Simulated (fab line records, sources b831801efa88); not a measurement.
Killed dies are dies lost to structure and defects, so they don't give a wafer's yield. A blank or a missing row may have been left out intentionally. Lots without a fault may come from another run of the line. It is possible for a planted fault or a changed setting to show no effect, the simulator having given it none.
Which tool was responsible? || flow sky130 || 36 wafers from 12 lots sampled at 4 of the route's 708 steps

## WHAT THE GAUGES READ, wafer by wafer
SKY_VT_ADJUST_PCH_TW_MEAS_10. Usual: VT_ADJUST_PCH_TW typically reads 141.9, with standard deviation 0.74.
{"lot": "L823", "measured": "day 10 10:50", "on": "film_metro-02", "VT_ADJUST_PCH_TW": "140.4 140.1 142.4", "flag": ""}
{"lot": "L825", "measured": "day 10 23:04", "on": "film_metro-04", "VT_ADJUST_PCH_TW": "141.6 141.9 141.4", "flag": ""}
{"lot": "L828", "measured": "day 12 01:58", "on": "film_metro-02", "VT_ADJUST_PCH_TW": "141.3 141.3 140.6", "flag": ""}
{"lot": "L829", "measured": "day 12 12:26", "on": "film_metro-02", "VT_ADJUST_PCH_TW": "141.3 140.5 141.7", "flag": ""}
{"lot": "L831", "measured": "day 13 13:02", "on": "film_metro-01", "VT_ADJUST_PCH_TW": "141.9 141.9 141.9", "flag": ""}
{"lot": "L830", "measured": "day 13 14:41", "on": "film_metro-02", "VT_ADJUST_PCH_TW": "141.9 142.0 141.1", "flag": ""}
{"lot": "L832", "measured": "day 13 14:44", "on": "film_metro-01", "VT_ADJUST_PCH_TW": "141.5 142.0 142.1", "flag": ""}
{"lot": "L840", "measured": "day 15 23:17", "on": "film_metro-04", "VT_ADJUST_PCH_TW": "113.3 113.5 114.0", "flag": "OFF"}
{"lot": "L842", "measured": "day 16 14:14", "on": "film_metro-01", "VT_ADJUST_PCH_TW": "113.3 112.6 112.3", "flag": "OFF"}
{"lot": "L843", "measured": "day 16 17:02", "on": "film_metro-04", "VT_ADJUST_PCH_TW": "141.8 141.8 141.4", "flag": ""}
{"lot": "L845", "measured": "day 17 13:08", "on": "film_metro-01", "VT_ADJUST_PCH_TW": "141.8 141.7 141.7", "flag": ""}
{"lot": "L846", "measured": "day 17 17:42", "on": "film_metro-04", "VT_ADJUST_PCH_TW": "142.8 142.6 142.7", "flag": ""}

SKY_SONOS_ONO_CD_MEAS_13: target cd 410 nm. Usual: cd_nm at 410.7 nm, with a standard deviation of 2.2.
{"lot": "L823", "measured": "day 12 15:08", "on": "cd_sem-01", "cd_nm (nm)": "412.8 411.0 413.7", "flag": ""}
{"lot": "L825", "measured": "day 13 05:13", "on": "cd_sem-01", "cd_nm (nm)": "409.2 410.8 409.8", "flag": ""}
{"lot": "L828", "measured": "day 15 07:17", "on": "cd_sem-01", "cd_nm (nm)": "411.2 408.6 409.0", "flag": ""}
{"lot": "L829", "measured": "day 15 06:35", "on": "cd_sem-02", "cd_nm (nm)": "410.9 410.7 413.4", "flag": ""}
{"lot": "L831", "measured": "day 15 23:44", "on": "cd_sem-02", "cd_nm (nm)": "411.1 408.6 408.3", "flag": ""}
{"lot": "L830", "measured": "day 16 01:11", "on": "cd_sem-02", "cd_nm (nm)": "408.6 409.7 406.0", "flag": ""}
{"lot": "L832", "measured": "day 16 00:35", "on": "cd_sem-02", "cd_nm (nm)": "409.1 408.3 410.3", "flag": ""}
{"lot": "L840", "measured": "day 18 14:52", "on": "cd_sem-02", "cd_nm (nm)": "414.1 414.3 413.2", "flag": ""}
{"lot": "L842", "measured": "day 19 06:11", "on": "cd_sem-02", "cd_nm (nm)": "412.7 413.3 411.6", "flag": ""}
{"lot": "L843", "measured": "day 19 13:25", "on": "cd_sem-02", "cd_nm (nm)": "409.9 407.6 410.5", "flag": ""}
{"lot": "L845", "measured": "day 20 08:44", "on": "cd_sem-02", "cd_nm (nm)": "409.1 407.8 411.4", "flag": ""}
{"lot": "L846", "measured": "day 20 11:37", "on": "cd_sem-01", "cd_nm (nm)": "408.5 409.9 407.5", "flag": ""}

## WHICH TOOL RAN EACH LOT (tool, then ch and the chambers of the sampled wafers, then the start)
{"lot": "L823", "SKY_VT_ADJUST_HVTP_STRIP_10": "plasma_asher-01 ch 0,1, day 6 02:45", "SKY_VT_ADJUST_PCH_IMPLANT_08": "implanter-03 ch 0, day 10 10:26"}
{"lot": "L825", "SKY_VT_ADJUST_HVTP_STRIP_10": "plasma_asher-02 ch 0,1, day 6 14:05", "SKY_VT_ADJUST_PCH_IMPLANT_08": "implanter-04 ch 0, day 10 22:49"}
{"lot": "L828", "SKY_VT_ADJUST_HVTP_STRIP_10": "plasma_asher-02 ch 0,1, day 7 11:23", "SKY_VT_ADJUST_PCH_IMPLANT_08": "implanter-04 ch 0, day 12 01:43"}
{"lot": "L829", "SKY_VT_ADJUST_HVTP_STRIP_10": "plasma_asher-03 ch 0,1, day 7 19:42", "SKY_VT_ADJUST_PCH_IMPLANT_08": "implanter-03 ch 0, day 12 12:11"}
{"lot": "L831", "SKY_VT_ADJUST_HVTP_STRIP_10": "plasma_asher-02 ch 0,1, day 8 14:45", "SKY_VT_ADJUST_PCH_IMPLANT_08": "implanter-03 ch 0, day 13 12:47"}
{"lot": "L830", "SKY_VT_ADJUST_HVTP_STRIP_10": "plasma_asher-02 ch 0,1, day 8 15:45", "SKY_VT_ADJUST_PCH_IMPLANT_08": "implanter-03 ch 0, day 13 14:26"}
{"lot": "L832", "SKY_VT_ADJUST_HVTP_STRIP_10": "plasma_asher-02 ch 0,1, day 8 16:15", "SKY_VT_ADJUST_PCH_IMPLANT_08": "implanter-01 ch 0, day 13 14:29"}
{"lot": "L840", "SKY_VT_ADJUST_HVTP_STRIP_10": "plasma_asher-02 ch 0,1, day 10 16:08", "SKY_VT_ADJUST_PCH_IMPLANT_08": "implanter-03 ch 0, day 15 23:03"}
{"lot": "L842", "SKY_VT_ADJUST_HVTP_STRIP_10": "plasma_asher-03 ch 0,1, day 11 04:28", "SKY_VT_ADJUST_PCH_IMPLANT_08": "implanter-03 ch 0, day 16 14:01"}
{"lot": "L843", "SKY_VT_ADJUST_HVTP_STRIP_10": "plasma_asher-02 ch 0,1, day 11 07:14", "SKY_VT_ADJUST_PCH_IMPLANT_08": "implanter-04 ch 0, day 16 16:47"}
{"lot": "L845", "SKY_VT_ADJUST_HVTP_STRIP_10": "plasma_asher-02 ch 0,1, day 11 21:57", "SKY_VT_ADJUST_PCH_IMPLANT_08": "implanter-01 ch 0, day 17 12:54"}
{"lot": "L846", "SKY_VT_ADJUST_HVTP_STRIP_10": "plasma_asher-01 ch 0,1, day 12 02:26", "SKY_VT_ADJUST_PCH_IMPLANT_08": "implanter-01 ch 0, day 17 17:29"}
- SKY_VT_ADJUST_HVTP_STRIP_10: strips in O2/N2.
- SKY_VT_ADJUST_PCH_IMPLANT_08

## AS READ BY THE TOOLS THEMSELVES (means over the sampled wafers that have a number; for cases with no such wafer, the mark the record gives instead)
SKY_VT_ADJUST_HVTP_STRIP_10. Usual: drypump_motor_current_A 5.7 A, standard deviation 0.35; oes_product_au 0.715 a.u., standard deviation 0.0041; strip_time_to_endpoint_s 14.19 s, standard deviation 0.044.
{"lot": "L823", "tool": "plasma_asher-01", "drypump_motor_current_A (A)": 5.7, "oes_product_au (a.u.)": 0.716, "strip_time_to_endpoint_s (s)": 14.13, "flag": ""}
{"lot": "L825", "tool": "plasma_asher-02", "drypump_motor_current_A (A)": 5.8, "oes_product_au (a.u.)": 0.713, "strip_time_to_endpoint_s (s)": 14.18, "flag": ""}
{"lot": "L828", "tool": "plasma_asher-02", "drypump_motor_current_A (A)": 5.8, "oes_product_au (a.u.)": 0.715, "strip_time_to_endpoint_s (s)": 14.14, "flag": ""}
{"lot": "L829", "tool": "plasma_asher-03", "drypump_motor_current_A (A)": 5.7, "oes_product_au (a.u.)": 0.714, "strip_time_to_endpoint_s (s)": 14.23, "flag": ""}
{"lot": "L831", "tool": "plasma_asher-02", "drypump_motor_current_A (A)": 5.9, "oes_product_au (a.u.)": 0.716, "strip_time_to_endpoint_s (s)": 14.15, "flag": ""}
{"lot": "L830", "tool": "plasma_asher-02", "drypump_motor_current_A (A)": 5.9, "oes_product_au (a.u.)": 0.713, "strip_time_to_endpoint_s (s)": 14.18, "flag": ""}
{"lot": "L832", "tool": "plasma_asher-02", "drypump_motor_current_A (A)": 5.8, "oes_product_au (a.u.)": 0.715, "strip_time_to_endpoint_s (s)": 14.17, "flag": ""}
{"lot": "L840", "tool": "plasma_asher-02", "drypump_motor_current_A (A)": 5.8, "oes_product_au (a.u.)": 0.718, "strip_time_to_endpoint_s (s)": 14.17, "flag": ""}
{"lot": "L842", "tool": "plasma_asher-03", "drypump_motor_current_A (A)": 5.2, "oes_product_au (a.u.)": 0.716, "strip_time_to_endpoint_s (s)": 14.25, "flag": ""}
{"lot": "L843", "tool": "plasma_asher-02", "drypump_motor_current_A (A)": 5.8, "oes_product_au (a.u.)": 0.712, "strip_time_to_endpoint_s (s)": 14.23, "flag": ""}
{"lot": "L845", "tool": "plasma_asher-02", "drypump_motor_current_A (A)": 5.9, "oes_product_au (a.u.)": 0.718, "strip_time_to_endpoint_s (s)": 14.13, "flag": ""}
{"lot": "L846", "tool": "plasma_asher-01", "drypump_motor_current_A (A)": 5.7, "oes_product_au (a.u.)": 0.718, "strip_time_to_endpoint_s (s)": 14.24, "flag": ""}

SKY_VT_ADJUST_PCH_IMPLANT_08. Usual: dose_ions_cm2 5e+11, standard deviation 5.1e+08; faraday_current_uA 2.82, standard deviation 0.048.
{"lot": "L823", "tool": "implanter-03", "dose_ions_cm2": 5e+11, "faraday_current_uA": 2.83, "flag": ""}
{"lot": "L825", "tool": "implanter-04", "dose_ions_cm2": 5e+11, "faraday_current_uA": 2.85, "flag": ""}
{"lot": "L828", "tool": "implanter-04", "dose_ions_cm2": 5e+11, "faraday_current_uA": 2.81, "flag": ""}
{"lot": "L829", "tool": "implanter-03", "dose_ions_cm2": 5e+11, "faraday_current_uA": 2.77, "flag": ""}
{"lot": "L831", "tool": "implanter-03", "dose_ions_cm2": 5e+11, "faraday_current_uA": 2.78, "flag": ""}
{"lot": "L830", "tool": "implanter-03", "dose_ions_cm2": 5e+11, "faraday_current_uA": 2.83, "flag": ""}
{"lot": "L832", "tool": "implanter-01", "dose_ions_cm2": 5e+11, "faraday_current_uA": 2.79, "flag": ""}
{"lot": "L840", "tool": "implanter-03", "dose_ions_cm2": 2e+11, "faraday_current_uA": 1.13, "flag": "OFF"}
{"lot": "L842", "tool": "implanter-03", "dose_ions_cm2": 2e+11, "faraday_current_uA": 1.11, "flag": "OFF"}
{"lot": "L843", "tool": "implanter-04", "dose_ions_cm2": 5e+11, "faraday_current_uA": 2.83, "flag": ""}
{"lot": "L845", "tool": "implanter-01", "dose_ions_cm2": 5e+11, "faraday_current_uA": 2.79, "flag": ""}
{"lot": "L846", "tool": "implanter-01", "dose_ions_cm2": 5e+11, "faraday_current_uA": 2.85, "flag": ""}

## THE ANSWER, worked out from the rows above alone
Rule: take the mean of a lot's wafers that have a number; if it is more than 3 standard deviations from the usual mean, the lot is off. A lot without any number at a reading at which 4 lots or more have one is off too. The other lots that the step has rows for count as sound. First the gauges in route order, then the tools' own readings, where a lot's mean is used as printed above. At the first step where some lot is off, the reading lying furthest off is the one used; lots without a number count as furthest.
Off: L840, L842, seen at SKY_VT_ADJUST_PCH_TW_MEAS_10 (VT_ADJUST_PCH_TW).
If a tool, at a process step before that reading, ran all the lots that are off and no sound lot after the first of them, it fits. The gauges at SKY_VT_ADJUST_PCH_TW_MEAS_10 aren't tried: what is off there is off at SKY_VT_ADJUST_PCH_IMPLANT_08 too, on other tools, and a gauge's error can't cause that. One fits: SKY_VT_ADJUST_PCH_IMPLANT_08 on implanter-03. A fault onset in the window from L830 (day 13 14:26, its last sound lot) to L840 (day 15 23:03, its first lot off) fits.
The tool's own readings at SKY_VT_ADJUST_PCH_IMPLANT_08 bear it out: on the lots that are off they differ by more than 5 times the standard deviation of the sound lots' means. dose_ions_cm2 reads 2e+11 there against 5e+11 on the sound lots; faraday_current_uA reads 1.12 there against 2.81 on the sound lots.

## WHAT THE SIMULATOR HAD INSERTED
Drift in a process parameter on implanter-03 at SKY_VT_ADJUST_PCH_IMPLANT_08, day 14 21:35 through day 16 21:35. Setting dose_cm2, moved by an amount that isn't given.
Lots struck among those shown: L840, L842. The rule above reached the same finding.
